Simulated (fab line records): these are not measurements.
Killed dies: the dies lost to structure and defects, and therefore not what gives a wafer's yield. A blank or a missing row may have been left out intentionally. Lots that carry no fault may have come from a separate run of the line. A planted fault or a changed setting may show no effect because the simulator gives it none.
Matching of chambers | flow gf180mcu | GF_V5_CVD_02 on pecvd-04 has 3 sister chambers
The step deposits SiO2 from TEOS, target thk 1450 nm, time 163.28 s. 3 wafers are shown with their chamber, then 7 later ones without.

EACH WAFER AND ITS CHAMBER
wafer  | chamber | heaterPowerW (W)
L084.2 | 0       | 630
L092.2 | 2       | 624
L092.5 | 1       | 760

WAFERS MISSING THEIR CHAMBER
wafer  | heaterPowerW (W)
L092.6 | 700
L094.2 | 672
L094.3 | 711
L094.4 | 626
L097.1 | 618
L097.2 | 645
L097.4 | 635

CHAMBER TAKEN BY EACH
wafer  | from the rows above          | in truth
L092.6 | can't be placed: 1 or 0 or 2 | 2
L094.2 | can't be placed: 0 or 2 or 1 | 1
L094.3 | can't be placed: 1 or 0 or 2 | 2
L094.4 | can't be placed: 2 or 0      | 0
L097.1 | can't be placed: 2 or 0      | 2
L097.2 | can't be placed: 0 or 2      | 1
L097.4 | can't be placed: 0 or 2      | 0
Placed correctly: 0 of 7. Cannot be placed on the basis of these rows: 7; the candidates contain the true chamber in 6. 0 placed wrongly.
How it was worked out, from the rows above alone: a wafer's distance from a chamber is the root of the sum, over the readings, of the square of ((its reading less the chamber's mean) divided by the reading's scatter). The wafer belongs to the nearest chamber; if the next one is less than 2 further off, it can't be placed. The mean given for a chamber averages the wafers shown for that chamber. The scatter: with one shown wafer a chamber, the root of the mean of the squares of how far each hidden wafer lies from its nearest shown one.
